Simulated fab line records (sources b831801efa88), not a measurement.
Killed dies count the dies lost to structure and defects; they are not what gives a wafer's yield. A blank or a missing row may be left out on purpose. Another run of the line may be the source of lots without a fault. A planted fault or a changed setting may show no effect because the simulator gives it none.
fab line records :: flow sfqLine
record:
  lots: 13
  wafers: 39
  lastDay: 75
route steps=325 shown L0V@26 I0@45 I1@76 JJ@185
lots untouched by any fault: they come from a run of this same line in which no faults occurred
startH: hours from the record's opening day to when the first of the lot's shown wafers began :: waitH: time in hours since the lot's previous step :: " repeats the value in the row above :: L1.1+2: a row that stands for several wafers :: - no value present, or no start provided :: * or withheld: withheld :: < > ~ a bound
route shown NAME@n: names a module that has steps shown in the file, with the first one's number in the route :: usual: mean and standard deviation over wafers with no fault :: same: alike in all rows :: chamber/n: place in a boat :: sites: per-site readings :: _std_site: standard deviation across them :: _edge_site: outer sites' mean less inner sites' :: radiusMm: for every site, how far away it sits from the centre of the wafer :: mask NAME#n: copy n :: behind: the tool/chamber that last shaped the wafer :: hold: why the lot was held/for how many hours/how that ended :: device: names the non-switching transistor (n, p or np) :: end of line: tests run on the same wafers once the route is complete :: for a step that has no rows: nothing shown but its recipe :: killed: count of dies lost to structure and defects at first sort (not the wafer's yield) :: map: the dies of a wafer, with x for killed, . for not killed, _ for no die there
set.NAME: setting as actually run; set.NAME@STEP: the setting as run at that earlier step :: model.NAME: the simulator's own value behind a step, which no gauge read
a sample of lots followed through the steps of the route, with each step as a table and each wafer as a row
services: when a tool's chamber went out of use (startH, in hours from the record's first day, below 0 if earlier), for how many hours, and the reason
== steps ==
step: SFQ_TRILAYER_L0_VIA_STRIP_STRIP_017
recipe:
  gas: O2
  powerW: 200
  platenTempC: 40
  overashFraction: 0.65
  chemistry: O2
  pressureMtorr: 50
usual:
  drypumpMotorCurrentA: 5.89/0.18
  oesProductAu: 0.997/0.0081
lot.wafer: L436.3
tool: rieMetal-03
chamber: 1
startH: 96.39
waitH: -
drypumpMotorCurrentA: 5.96
oesProductAu: 0.988
rfHoursCounterH: -

lot.wafer: L436.4
tool: rieMetal-03
chamber: 0
startH: 96.39
waitH: -
drypumpMotorCurrentA: 5.83
oesProductAu: 1.005
rfHoursCounterH: -

lot.wafer: L436.5
tool: rieMetal-03
chamber: 1
startH: 96.39
waitH: -
drypumpMotorCurrentA: 5.96
oesProductAu: 1.001
rfHoursCounterH: -

lot.wafer: L441.2
tool: rieMetal-01
chamber: 1
startH: 128.20
waitH: -
drypumpMotorCurrentA: 5.81
oesProductAu: 0.978
rfHoursCounterH: 4

lot.wafer: L441.4
tool: rieMetal-01
chamber: 0
startH: 128.20
waitH: -
drypumpMotorCurrentA: 5.75
oesProductAu: 1.002
rfHoursCounterH: -

lot.wafer: L441.5
tool: rieMetal-01
chamber: 0
startH: 128.20
waitH: -
drypumpMotorCurrentA: 5.75
oesProductAu: 1.014
rfHoursCounterH: -

lot.wafer: L442.2
tool: rieMetal-01
chamber: 0
startH: 139.14
waitH: -
drypumpMotorCurrentA: 5.76
oesProductAu: 1.001
rfHoursCounterH: 38

lot.wafer: L442.3
tool: rieMetal-01
chamber: 0
startH: 139.14
waitH: -
drypumpMotorCurrentA: 5.75
oesProductAu: 1.006
rfHoursCounterH: -

lot.wafer: L442.5
tool: rieMetal-01
chamber: 1
startH: 139.14
waitH: -
drypumpMotorCurrentA: 5.87
oesProductAu: 0.988
rfHoursCounterH: -

lot.wafer: L443.3
tool: rieMetal-02
chamber: 1
startH: 146.74
waitH: -
drypumpMotorCurrentA: 6.21
oesProductAu: 0.995
rfHoursCounterH: -

lot.wafer: L443.4
tool: rieMetal-02
chamber: 1
startH: 146.74
waitH: -
drypumpMotorCurrentA: 6.22
oesProductAu: 1.006
rfHoursCounterH: -

lot.wafer: L443.5
tool: rieMetal-02
chamber: 1
startH: 146.74
waitH: -
drypumpMotorCurrentA: 6.22
oesProductAu: 1.003
rfHoursCounterH: -

lot.wafer: L444.1
tool: rieMetal-01
chamber: 1
startH: 148.74
waitH: -
drypumpMotorCurrentA: 5.84
oesProductAu: 0.979
rfHoursCounterH: 8

lot.wafer: L444.2
tool: rieMetal-01
chamber: 0
startH: 148.74
waitH: -
drypumpMotorCurrentA: 5.78
oesProductAu: 1.006
rfHoursCounterH: 40

lot.wafer: L444.3
tool: rieMetal-01
chamber: 1
startH: 148.74
waitH: -
drypumpMotorCurrentA: 5.84
oesProductAu: 0.976
rfHoursCounterH: -

lot.wafer: L445.1
tool: rieMetal-01
chamber: 0
startH: 161.16
waitH: -
drypumpMotorCurrentA: 5.77
oesProductAu: 0.990
rfHoursCounterH: 42

lot.wafer: L445.3
tool: rieMetal-01
chamber: 0
startH: 161.16
waitH: -
drypumpMotorCurrentA: 5.77
oesProductAu: 0.995
rfHoursCounterH: -

lot.wafer: L445.6
tool: rieMetal-01
chamber: 1
startH: 161.16
waitH: -
drypumpMotorCurrentA: 5.84
oesProductAu: 0.986
rfHoursCounterH: -

lot.wafer: L449.2
tool: rieMetal-02
chamber: 0
startH: 187.48
waitH: -
drypumpMotorCurrentA: 5.62
oesProductAu: 0.998
rfHoursCounterH: 5

lot.wafer: L449.4
tool: rieMetal-02
chamber: 1
startH: 187.48
waitH: -
drypumpMotorCurrentA: 6.26
oesProductAu: 1.000
rfHoursCounterH: -

lot.wafer: L449.6
tool: rieMetal-02
chamber: 1
startH: 187.48
waitH: -
drypumpMotorCurrentA: 6.24
oesProductAu: 1.004
rfHoursCounterH: -

lot.wafer: L450.2
tool: rieMetal-03
chamber: 1
startH: 193.48
waitH: -
drypumpMotorCurrentA: 5.94
oesProductAu: 1.004
rfHoursCounterH: 118

lot.wafer: L450.4
tool: rieMetal-03
chamber: 1
startH: 193.48
waitH: -
drypumpMotorCurrentA: 5.96
oesProductAu: 0.988
rfHoursCounterH: -

lot.wafer: L450.5
tool: rieMetal-03
chamber: 0
startH: 193.48
waitH: -
drypumpMotorCurrentA: 5.85
oesProductAu: 1.002
rfHoursCounterH: -

lot.wafer: L454.2
tool: rieMetal-01
chamber: 0
startH: 216.28
waitH: -
drypumpMotorCurrentA: 5.75
oesProductAu: 1.004
rfHoursCounterH: 51

lot.wafer: L454.4
tool: rieMetal-01
chamber: 0
startH: 216.28
waitH: -
drypumpMotorCurrentA: 5.78
oesProductAu: 0.995
rfHoursCounterH: -

lot.wafer: L454.5
tool: rieMetal-01
chamber: 0
startH: 216.28
waitH: -
drypumpMotorCurrentA: 5.78
oesProductAu: 1.009
rfHoursCounterH: -

lot.wafer: L455.2
tool: rieMetal-02
chamber: 0
startH: 222.38
waitH: -
drypumpMotorCurrentA: 5.61
oesProductAu: 0.991
rfHoursCounterH: 11

lot.wafer: L455.3
tool: rieMetal-02
chamber: 1
startH: 222.38
waitH: -
drypumpMotorCurrentA: 6.28
oesProductAu: 0.996
rfHoursCounterH: -

lot.wafer: L455.4
tool: rieMetal-02
chamber: 0
startH: 222.38
waitH: -
drypumpMotorCurrentA: 5.60
oesProductAu: 0.993
rfHoursCounterH: -

lot.wafer: L457.1
tool: rieMetal-01
chamber: 0
startH: 234.46
waitH: -
drypumpMotorCurrentA: 5.78
oesProductAu: 0.994
rfHoursCounterH: 54

lot.wafer: L457.3
tool: rieMetal-01
chamber: 0
startH: 234.46
waitH: -
drypumpMotorCurrentA: 5.76
oesProductAu: 0.996
rfHoursCounterH: -

lot.wafer: L457.6
tool: rieMetal-01
chamber: 0
startH: 234.46
waitH: -
drypumpMotorCurrentA: 5.76
oesProductAu: 1.002
rfHoursCounterH: -

lot.wafer: L458.1
tool: rieMetal-01
chamber: 0
startH: 239.26
waitH: -
drypumpMotorCurrentA: 5.77
oesProductAu: 0.997
rfHoursCounterH: 55

lot.wafer: L458.4
tool: rieMetal-01
chamber: 1
startH: 239.26
waitH: -
drypumpMotorCurrentA: 5.85
oesProductAu: 0.989
rfHoursCounterH: -

lot.wafer: L458.5
tool: rieMetal-01
chamber: 0
startH: 239.26
waitH: -
drypumpMotorCurrentA: 5.75
oesProductAu: 0.994
rfHoursCounterH: -

lot.wafer: L459.1
tool: rieMetal-03
chamber: 1
startH: 246.01
waitH: -
drypumpMotorCurrentA: 5.95
oesProductAu: 1.000
rfHoursCounterH: 125

lot.wafer: L459.2
tool: rieMetal-03
chamber: 0
startH: 246.01
waitH: -
drypumpMotorCurrentA: 5.86
oesProductAu: 0.998
rfHoursCounterH: 80

lot.wafer: L459.3
tool: rieMetal-03
chamber: 1
startH: 246.01
waitH: -
drypumpMotorCurrentA: 5.96
oesProductAu: 0.998
rfHoursCounterH: -
step: SFQ_I0_BOW_MEAS_907
recipe:
  mode: bow
usual:
  I0_BOW: 0/6.6
lot.wafer: L436.3
tool: filmMetro-03
chamber: -
startH: 160.57
waitH: 2.0
I0_BOW[um]: -1

lot.wafer: L436.4
tool: filmMetro-03
chamber: -
startH: 160.57
waitH: 2.0
I0_BOW[um]: -3

lot.wafer: L436.5
tool: filmMetro-03
chamber: -
startH: 160.57
waitH: 2.0
I0_BOW[um]: 8

lot.wafer: L441.2
tool: filmMetro-04
chamber: -
startH: 184.55
waitH: 2.5
I0_BOW[um]: 13

lot.wafer: L441.4
tool: filmMetro-04
chamber: -
startH: 184.55
waitH: 2.5
I0_BOW[um]: 9

lot.wafer: L441.5
tool: filmMetro-04
chamber: -
startH: 184.55
waitH: 2.5
I0_BOW[um]: 1

lot.wafer: L442.2
tool: filmMetro-04
chamber: -
startH: 193.87
waitH: 1.0
I0_BOW[um]: -10

lot.wafer: L442.3
tool: filmMetro-04
chamber: -
startH: 193.87
waitH: 1.0
I0_BOW[um]: -1

lot.wafer: L442.5
tool: filmMetro-04
chamber: -
startH: 193.87
waitH: 1.0
I0_BOW[um]: -1

lot.wafer: L443.3
tool: filmMetro-04
chamber: -
startH: 200.18
waitH: 1.0
I0_BOW[um]: 4

lot.wafer: L443.4
tool: filmMetro-04
chamber: -
startH: 200.18
waitH: 1.0
I0_BOW[um]: 1

lot.wafer: L443.5
tool: filmMetro-04
chamber: -
startH: 200.18
waitH: 1.0
I0_BOW[um]: 2

lot.wafer: L444.1
tool: filmMetro-03
chamber: -
startH: 201.24
waitH: 2.0
I0_BOW[um]: 1

lot.wafer: L444.2
tool: filmMetro-03
chamber: -
startH: 201.24
waitH: 2.0
I0_BOW[um]: -2

lot.wafer: L444.3
tool: filmMetro-03
chamber: -
startH: 201.24
waitH: 2.0
I0_BOW[um]: -6

lot.wafer: L445.1
tool: filmMetro-02
chamber: -
startH: 220.84
waitH: 2.0
I0_BOW[um]: -2

lot.wafer: L445.3
tool: filmMetro-02
chamber: -
startH: 220.84
waitH: 2.0
I0_BOW[um]: -4

lot.wafer: L445.6
tool: filmMetro-02
chamber: -
startH: 220.84
waitH: 2.0
I0_BOW[um]: -8

lot.wafer: L449.2
tool: filmMetro-03
chamber: -
startH: 251.27
waitH: 1.0
I0_BOW[um]: 2

lot.wafer: L449.4
tool: filmMetro-03
chamber: -
startH: 251.27
waitH: 1.0
I0_BOW[um]: 6

lot.wafer: L449.6
tool: filmMetro-03
chamber: -
startH: 251.27
waitH: 1.0
I0_BOW[um]: 18

lot.wafer: L450.2
tool: filmMetro-02
chamber: -
startH: 260.27
waitH: 1.0
I0_BOW[um]: 6

lot.wafer: L450.4
tool: filmMetro-02
chamber: -
startH: 260.27
waitH: 1.0
I0_BOW[um]: 10

lot.wafer: L450.5
tool: filmMetro-02
chamber: -
startH: 260.27
waitH: 1.0
I0_BOW[um]: 9

lot.wafer: L454.2
tool: filmMetro-02
chamber: -
startH: 282.71
waitH: 2.0
I0_BOW[um]: 6

lot.wafer: L454.4
tool: filmMetro-02
chamber: -
startH: 282.71
waitH: 2.0
I0_BOW[um]: 12

lot.wafer: L454.5
tool: filmMetro-02
chamber: -
startH: 282.71
waitH: 2.0
I0_BOW[um]: 4

lot.wafer: L455.2
tool: filmMetro-04
chamber: -
startH: 285.71
waitH: 2.5
I0_BOW[um]: -15

lot.wafer: L455.3
tool: filmMetro-04
chamber: -
startH: 285.71
waitH: 2.5
I0_BOW[um]: -10

lot.wafer: L455.4
tool: filmMetro-04
chamber: -
startH: 285.71
waitH: 2.5
I0_BOW[um]: 2

lot.wafer: L457.1
tool: filmMetro-03
chamber: -
startH: 302.77
waitH: 1.0
I0_BOW[um]: -8

lot.wafer: L457.3
tool: filmMetro-03
chamber: -
startH: 302.77
waitH: 1.0
I0_BOW[um]: -9

lot.wafer: L457.6
tool: filmMetro-03
chamber: -
startH: 302.77
waitH: 1.0
I0_BOW[um]: -6

lot.wafer: L458.1
tool: filmMetro-02
chamber: -
startH: 306.69
waitH: 1.5
I0_BOW[um]: 3

lot.wafer: L458.4
tool: filmMetro-02
chamber: -
startH: 306.69
waitH: 1.5
I0_BOW[um]: -11

lot.wafer: L458.5
tool: filmMetro-02
chamber: -
startH: 306.69
waitH: 1.5
I0_BOW[um]: 0

lot.wafer: L459.1
tool: filmMetro-04
chamber: -
startH: 315.69
waitH: 2.0
I0_BOW[um]: -4

lot.wafer: L459.2
tool: filmMetro-04
chamber: -
startH: 315.69
waitH: 2.0
I0_BOW[um]: 2

lot.wafer: L459.3
tool: filmMetro-04
chamber: -
startH: 315.69
waitH: 2.0
I0_BOW[um]: -7
step: SFQ_TRILAYER_I1_METRO_MEASURE_047
usual:
  thkNm: 201.0/0.92
lot.wafer: L436.3
tool: filmMetro-04
chamber: -
startH: 304.21
waitH: 0.5
thkNm: 200.2

lot.wafer: L436.4
tool: filmMetro-04
chamber: -
startH: 304.21
waitH: 0.5
thkNm: 201.4

lot.wafer: L436.5
tool: filmMetro-04
chamber: -
startH: 304.21
waitH: 0.5
thkNm: 199.9

lot.wafer: L441.2
tool: filmMetro-03
chamber: -
startH: 334.24
waitH: 0.3
thkNm: 199.6

lot.wafer: L441.4
tool: filmMetro-03
chamber: -
startH: 334.24
waitH: 0.3
thkNm: 201.3

lot.wafer: L441.5
tool: filmMetro-03
chamber: -
startH: 334.24
waitH: 0.3
thkNm: 200.6

lot.wafer: L442.2
tool: filmMetro-03
chamber: -
startH: 345.09
waitH: 0.3
thkNm: 201.6

lot.wafer: L442.3
tool: filmMetro-03
chamber: -
startH: 345.09
waitH: 0.3
thkNm: 201.3

lot.wafer: L442.5
tool: filmMetro-03
chamber: -
startH: 345.09
waitH: 0.3
thkNm: 202.1

lot.wafer: L443.3
tool: filmMetro-04
chamber: -
startH: 349.44
waitH: 0.5
thkNm: 200.2

lot.wafer: L443.4
tool: filmMetro-04
chamber: -
startH: 349.44
waitH: 0.5
thkNm: 200.4

lot.wafer: L443.5
tool: filmMetro-04
chamber: -
startH: 349.44
waitH: 0.5
thkNm: 200.2

lot.wafer: L444.1
tool: filmMetro-04
chamber: -
startH: 352.04
waitH: 0.1
thkNm: 200.5

lot.wafer: L444.2
tool: filmMetro-04
chamber: -
startH: 352.04
waitH: 0.1
thkNm: 200.8

lot.wafer: L444.3
tool: filmMetro-04
chamber: -
startH: 352.04
waitH: 0.1
thkNm: 200.0

lot.wafer: L445.1
tool: filmMetro-04
chamber: -
startH: 370.44
waitH: 0.1
thkNm: 199.9

lot.wafer: L445.3
tool: filmMetro-04
chamber: -
startH: 370.44
waitH: 0.1
thkNm: 200.2

lot.wafer: L445.6
tool: filmMetro-04
chamber: -
startH: 370.44
waitH: 0.1
thkNm: 200.2

lot.wafer: L449.2
tool: filmMetro-01
chamber: -
startH: 419.65
waitH: 0.3
thkNm: 201.6

lot.wafer: L449.4
tool: filmMetro-01
chamber: -
startH: 419.65
waitH: 0.3
thkNm: 200.1

lot.wafer: L449.6
tool: filmMetro-01
chamber: -
startH: 419.65
waitH: 0.3
thkNm: 199.9

lot.wafer: L450.2
tool: filmMetro-03
chamber: -
startH: 425.80
waitH: 0.3
thkNm: 201.2

lot.wafer: L450.4
tool: filmMetro-03
chamber: -
startH: 425.80
waitH: 0.3
thkNm: 200.8

lot.wafer: L450.5
tool: filmMetro-03
chamber: -
startH: 425.80
waitH: 0.3
thkNm: 199.9

lot.wafer: L454.2
tool: filmMetro-03
chamber: -
startH: 452.82
waitH: 0.3
thkNm: 199.1

lot.wafer: L454.4
tool: filmMetro-03
chamber: -
startH: 452.82
waitH: 0.3
thkNm: 199.4

lot.wafer: L454.5
tool: filmMetro-03
chamber: -
startH: 452.82
waitH: 0.3
thkNm: 200.2

lot.wafer: L455.2
tool: filmMetro-04
chamber: -
startH: 455.14
waitH: 0.3
thkNm: 198.7

lot.wafer: L455.3
tool: filmMetro-04
chamber: -
startH: 455.14
waitH: 0.3
thkNm: 201.1

lot.wafer: L455.4
tool: filmMetro-04
chamber: -
startH: 455.14
waitH: 0.3
thkNm: 201.6

lot.wafer: L457.1
tool: filmMetro-03
chamber: -
startH: 479.00
waitH: 0.1
thkNm: 200.6

lot.wafer: L457.3
tool: filmMetro-03
chamber: -
startH: 479.00
waitH: 0.1
thkNm: 201.8

lot.wafer: L457.6
tool: filmMetro-03
chamber: -
startH: 479.00
waitH: 0.1
thkNm: 201.2

lot.wafer: L458.1
tool: filmMetro-03
chamber: -
startH: 488.62
waitH: 0.1
thkNm: 201.8

lot.wafer: L458.4
tool: filmMetro-03
chamber: -
startH: 488.62
waitH: 0.1
thkNm: 200.3

lot.wafer: L458.5
tool: filmMetro-03
chamber: -
startH: 488.62
waitH: 0.1
thkNm: 201.5

lot.wafer: L459.1
tool: filmMetro-03
chamber: -
startH: 501.82
waitH: 0.1
thkNm: 201.0

lot.wafer: L459.2
tool: filmMetro-03
chamber: -
startH: 501.82
waitH: 0.1
thkNm: 200.6

lot.wafer: L459.3
tool: filmMetro-03
chamber: -
startH: 501.82
waitH: 0.1
thkNm: 201.0
step: SFQ_TRILAYER_JJ_CE_LITHO_COAT_119
recipe:
  resist: BARC
  spinRpm: 3000
  resistThkNm: 62
lot.wafer: L436.3+4+5
tool: lithoTrack-03
chamber: 0
startH: 876.21
waitH: 0.2

lot.wafer: L441.2+4+5
tool: lithoTrack-02
chamber: 0
startH: 921.06
waitH: 0.1

lot.wafer: L442.2+3+5
tool: lithoTrack-03
chamber: 0
startH: 935.46
waitH: 0.1

lot.wafer: L443.3+4+5
tool: lithoTrack-04
chamber: 0
startH: 937.91
waitH: 0.1

lot.wafer: L444.1+2+3
tool: lithoTrack-02
chamber: 0
startH: 941.41
waitH: 0.1

lot.wafer: L445.1+3+6
tool: lithoTrack-04
chamber: 0
startH: 966.71
waitH: 0.1

lot.wafer: L449.2+4+6
tool: lithoTrack-04
chamber: 0
startH: 1032.10
waitH: 0.1

lot.wafer: L450.2+4+5
tool: lithoTrack-04
chamber: 0
startH: 1048.45
waitH: 0.1

lot.wafer: L454.2+4+5
tool: lithoTrack-02
chamber: 0
startH: 1099.76
waitH: 0.1

lot.wafer: L455.2+3+4
tool: lithoTrack-03
chamber: 0
startH: 1102.76
waitH: 0.1

lot.wafer: L457.1+3+6
tool: lithoTrack-02
chamber: 0
startH: 1130.95
waitH: 0.1

lot.wafer: L458.1+4+5
tool: lithoTrack-03
chamber: 0
startH: 1141.80
waitH: 0.1

lot.wafer: L459.1+2+3
tool: lithoTrack-03
chamber: 0
startH: 1167.23
waitH: 0.1
step: SFQ_TRILAYER_JJ_CE_BARC_OPEN_RIE_150
recipe:
  maskMaterial: PR
  chemistry: O2
  targetDepthNm: 240
  target: BARC
  icpW: 600
  biasW: 80
  pressureMtorr: 10
  timeS: 80
usual:
  drypumpMotorCurrentA: 5.9/0.32
  oesProductAu: 0.538/0.0044
  rfFwdPowerW: 594.9/2.1
same:
  timeS: 80
lot.wafer: L436.3
tool: rieMetal-04
chamber: 0
startH: 937.93
waitH: 0.6
drypumpMotorCurrentA: 6.4
oesProductAu: 0.543
rfFwdPowerW: 594.0
rfHoursCounterH: -

lot.wafer: L436.4
tool: rieMetal-04
chamber: 1
startH: 937.93
waitH: 0.6
drypumpMotorCurrentA: 5.4
oesProductAu: 0.546
rfFwdPowerW: 594.0
rfHoursCounterH: -

lot.wafer: L436.5
tool: rieMetal-04
chamber: 1
startH: 937.93
waitH: 0.6
drypumpMotorCurrentA: 5.4
oesProductAu: 0.540
rfFwdPowerW: 596.0
rfHoursCounterH: -

lot.wafer: L441.2
tool: rieMetal-02
chamber: 0
startH: 983.60
waitH: 0.8
drypumpMotorCurrentA: 5.6
oesProductAu: 0.540
rfFwdPowerW: 598.6
rfHoursCounterH: 145

lot.wafer: L441.4
tool: rieMetal-02
chamber: 1
startH: 983.60
waitH: 0.8
drypumpMotorCurrentA: 6.2
oesProductAu: 0.533
rfFwdPowerW: 591.1
rfHoursCounterH: -

lot.wafer: L441.5
tool: rieMetal-02
chamber: 1
startH: 983.60
waitH: 0.8
drypumpMotorCurrentA: 6.2
oesProductAu: 0.538
rfFwdPowerW: 590.0
rfHoursCounterH: -

lot.wafer: L442.2
tool: rieMetal-02
chamber: 0
startH: 999.20
waitH: 0.8
drypumpMotorCurrentA: 5.6
oesProductAu: 0.540
rfFwdPowerW: 598.5
rfHoursCounterH: 147

lot.wafer: L442.3
tool: rieMetal-02
chamber: 0
startH: 999.20
waitH: 0.8
drypumpMotorCurrentA: 5.6
oesProductAu: 0.533
rfFwdPowerW: 595.1
rfHoursCounterH: -

lot.wafer: L442.5
tool: rieMetal-02
chamber: 0
startH: 999.20
waitH: 0.8
drypumpMotorCurrentA: 5.6
oesProductAu: 0.543
rfFwdPowerW: 597.4
rfHoursCounterH: -

lot.wafer: L443.3
tool: rieMetal-04
chamber: 0
startH: 1002.83
waitH: 0.6
drypumpMotorCurrentA: 6.4
oesProductAu: 0.541
rfFwdPowerW: 593.3
rfHoursCounterH: -

lot.wafer: L443.4
tool: rieMetal-04
chamber: 1
startH: 1002.83
waitH: 0.6
drypumpMotorCurrentA: 5.4
oesProductAu: 0.533
rfFwdPowerW: 596.0
rfHoursCounterH: -

lot.wafer: L443.5
tool: rieMetal-04
chamber: 0
startH: 1002.83
waitH: 0.6
drypumpMotorCurrentA: 6.4
oesProductAu: 0.532
rfFwdPowerW: 593.6
rfHoursCounterH: -

lot.wafer: L444.1
tool: rieMetal-03
chamber: 1
startH: 1008.34
waitH: 1.0
drypumpMotorCurrentA: 5.9
oesProductAu: 0.540
rfFwdPowerW: 595.9
rfHoursCounterH: 81

lot.wafer: L444.2
tool: rieMetal-03
chamber: 0
startH: 1008.34
waitH: 1.0
drypumpMotorCurrentA: 5.8
oesProductAu: 0.542
rfFwdPowerW: 592.4
rfHoursCounterH: 41

lot.wafer: L444.3
tool: rieMetal-03
chamber: 1
startH: 1008.34
waitH: 1.0
drypumpMotorCurrentA: 6.0
oesProductAu: 0.533
rfFwdPowerW: 597.1
rfHoursCounterH: -

lot.wafer: L445.1
tool: rieMetal-04
chamber: 1
startH: 1036.94
waitH: 1.0
drypumpMotorCurrentA: 5.4
oesProductAu: 0.545
rfFwdPowerW: 593.2
rfHoursCounterH: 82

lot.wafer: L445.3
tool: rieMetal-04
chamber: 0
startH: 1036.94
waitH: 1.0
drypumpMotorCurrentA: 6.4
oesProductAu: 0.537
rfFwdPowerW: 595.9
rfHoursCounterH: -

lot.wafer: L445.6
tool: rieMetal-04
chamber: 0
startH: 1036.94
waitH: 1.0
drypumpMotorCurrentA: 6.3
oesProductAu: 0.544
rfFwdPowerW: 598.2
rfHoursCounterH: -

lot.wafer: L449.2
tool: rieMetal-03
chamber: 1
startH: 1111.19
waitH: 0.8
drypumpMotorCurrentA: 5.9
oesProductAu: 0.537
rfFwdPowerW: 593.3
rfHoursCounterH: 100

lot.wafer: L449.4
tool: rieMetal-03
chamber: 1
startH: 1111.19
waitH: 0.8
drypumpMotorCurrentA: 5.9
oesProductAu: 0.539
rfFwdPowerW: 594.1
rfHoursCounterH: -

lot.wafer: L449.6
tool: rieMetal-03
chamber: 1
startH: 1111.19
waitH: 0.8
drypumpMotorCurrentA: 5.9
oesProductAu: 0.545
rfFwdPowerW: 594.1
rfHoursCounterH: -

lot.wafer: L450.2
tool: rieMetal-02
chamber: 0
startH: 1128.58
waitH: 0.8
drypumpMotorCurrentA: 5.6
oesProductAu: 0.551
rfFwdPowerW: 596.5
rfHoursCounterH: 1

lot.wafer: L450.4
tool: rieMetal-02
chamber: 1
startH: 1128.58
waitH: 0.8
drypumpMotorCurrentA: 6.2
oesProductAu: 0.552
rfFwdPowerW: 591.8
rfHoursCounterH: -

lot.wafer: L450.5
tool: rieMetal-02
chamber: 1
startH: 1128.58
waitH: 0.8
drypumpMotorCurrentA: 6.2
oesProductAu: 0.551
rfFwdPowerW: 595.3
rfHoursCounterH: -

lot.wafer: L454.2
tool: rieMetal-03
chamber: 0
startH: 1203.12
waitH: 0.8
drypumpMotorCurrentA: 5.8
oesProductAu: 0.542
rfFwdPowerW: 593.4
rfHoursCounterH: 75

lot.wafer: L454.4
tool: rieMetal-03
chamber: 0
startH: 1203.12
waitH: 0.8
drypumpMotorCurrentA: 5.9
oesProductAu: 0.544
rfFwdPowerW: 593.2
rfHoursCounterH: -

lot.wafer: L454.5
tool: rieMetal-03
chamber: 0
startH: 1203.12
waitH: 0.8
drypumpMotorCurrentA: 5.8
oesProductAu: 0.541
rfFwdPowerW: 589.4
rfHoursCounterH: -

lot.wafer: L455.2
tool: rieMetal-03
chamber: 0
startH: 1207.92
waitH: 0.8
drypumpMotorCurrentA: 5.9
oesProductAu: 0.535
rfFwdPowerW: 594.1
rfHoursCounterH: 76

lot.wafer: L455.3
tool: rieMetal-03
chamber: 0
startH: 1207.92
waitH: 0.8
drypumpMotorCurrentA: 5.8
oesProductAu: 0.535
rfFwdPowerW: 596.4
rfHoursCounterH: -

lot.wafer: L455.4
tool: rieMetal-03
chamber: 1
startH: 1207.92
waitH: 0.8
drypumpMotorCurrentA: 5.9
oesProductAu: 0.542
rfFwdPowerW: 596.4
rfHoursCounterH: -

lot.wafer: L457.1
tool: rieMetal-04
chamber: 1
startH: 1237.67
waitH: 1.0
drypumpMotorCurrentA: 5.4
oesProductAu: 0.534
rfFwdPowerW: 597.3
rfHoursCounterH: 114

lot.wafer: L457.3
tool: rieMetal-04
chamber: 0
startH: 1237.67
waitH: 1.0
drypumpMotorCurrentA: 6.3
oesProductAu: 0.535
rfFwdPowerW: 594.6
rfHoursCounterH: -

lot.wafer: L457.6
tool: rieMetal-04
chamber: 1
startH: 1237.67
waitH: 1.0
drypumpMotorCurrentA: 5.4
oesProductAu: 0.541
rfFwdPowerW: 595.5
rfHoursCounterH: -

lot.wafer: L458.1
tool: rieMetal-02
chamber: 0
startH: 1253.65
waitH: 1.0
drypumpMotorCurrentA: 5.6
oesProductAu: 0.534
rfFwdPowerW: 596.1
rfHoursCounterH: 19

lot.wafer: L458.4
tool: rieMetal-02
chamber: 1
startH: 1253.65
waitH: 1.0
drypumpMotorCurrentA: 6.2
oesProductAu: 0.536
rfFwdPowerW: 595.6
rfHoursCounterH: -

lot.wafer: L458.5
tool: rieMetal-02
chamber: 1
startH: 1253.65
waitH: 1.0
drypumpMotorCurrentA: 6.2
oesProductAu: 0.536
rfFwdPowerW: 591.9
rfHoursCounterH: -

lot.wafer: L459.1
tool: rieMetal-04
chamber: 0
startH: 1282.65
waitH: 1.0
drypumpMotorCurrentA: 6.4
oesProductAu: 0.541
rfFwdPowerW: 594.1
rfHoursCounterH: 163

lot.wafer: L459.2
tool: rieMetal-04
chamber: 0
startH: 1282.65
waitH: 1.0
drypumpMotorCurrentA: 6.4
oesProductAu: 0.532
rfFwdPowerW: 594.1
rfHoursCounterH: -

lot.wafer: L459.3
tool: rieMetal-04
chamber: 0
startH: 1282.65
waitH: 1.0
drypumpMotorCurrentA: 6.4
oesProductAu: 0.535
rfFwdPowerW: 595.1
rfHoursCounterH: -
== services ==
tool: rieMetal-02
chamber: -
startH: 110.28
hours: 2.8
kind: pm

tool: rieMetal-02
chamber: -
startH: 115.61
hours: 0.8
kind: repair

tool: rieMetal-03
chamber: -
startH: 119.00
hours: 0.2
kind: repair

tool: filmMetro-03
chamber: -
startH: 166.92
hours: 0.3
kind: pm

tool: filmMetro-03
chamber: -
startH: 186.85
hours: 0.4
kind: pm

tool: rieMetal-03
chamber: -
startH: 211.18
hours: 1.1
kind: repair

tool: rieMetal-03
chamber: 1
startH: 216.37
hours: 18.4
kind: repair

tool: filmMetro-03
chamber: -
startH: 242.44
hours: 0.7
kind: pm

tool: rieMetal-03
chamber: 1
startH: 354.09
hours: 18.4
kind: repair

tool: rieMetal-02
chamber: 0
startH: 408.42
hours: 13.4
kind: repair

tool: filmMetro-03
chamber: -
startH: 411.92
hours: 1.5
kind: pm

tool: filmMetro-03
chamber: -
startH: 431.72
hours: 0.2
kind: pm

tool: rieMetal-01
chamber: 0
startH: 433.15
hours: 4.7
kind: repair

tool: rieMetal-01
chamber: -
startH: 440.11
hours: 0.6
kind: repair

tool: rieMetal-01
chamber: -
startH: 447.64
hours: 0.7
kind: repair

tool: rieMetal-02
chamber: -
startH: 449.23
hours: 14.6
kind: pm

tool: rieMetal-03
chamber: -
startH: 483.34
hours: 2.8
kind: pm

tool: filmMetro-03
chamber: -
startH: 487.44
hours: 1.0
kind: pm

tool: rieMetal-03
chamber: 1
startH: 506.63
hours: 8.8
kind: repair

tool: rieMetal-01
chamber: -
startH: 621.76
hours: 5.8
kind: repair

tool: filmMetro-03
chamber: -
startH: 656.92
hours: 1.9
kind: pm

tool: filmMetro-03
chamber: -
startH: 676.72
hours: 1.3
kind: pm

tool: filmMetro-03
chamber: -
startH: 733.26
hours: 1.0
kind: pm

tool: rieMetal-03
chamber: 1
startH: 735.50
hours: 4.4
kind: repair
== key ==
firstSign:
  step: SFQ_TRILAYER_JJ_CE_BARC_OPEN_RIE_150
  reading: oesProductAu
  direction: up
  sigmas: 3.1
  usual: 0.538
  struck: 0.551
effect none on later readings
metAt SFQ_TRILAYER_JJ_CE_LITHO_COAT_119
struckLots L450
notActingAt SFQ_TRILAYER_L0_VIA_STRIP_STRIP_017,SFQ_I0_BOW_MEAS_907,SFQ_TRILAYER_I1_METRO_MEASURE_047
onsetBetween 1032.10 1048.45
fault:
  kind: processParameterDrift
  tool: lithoTrack-04
  chamber: -
  onsetH: 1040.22
  steps: SFQ_TRILAYER_JJ_CE_LITHO_COAT_119
  channel: resistThkNm
  offset: 4.1975
  shape: step
  endH: 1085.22
  actsIn: theseRecipesOnly
  stated: 62
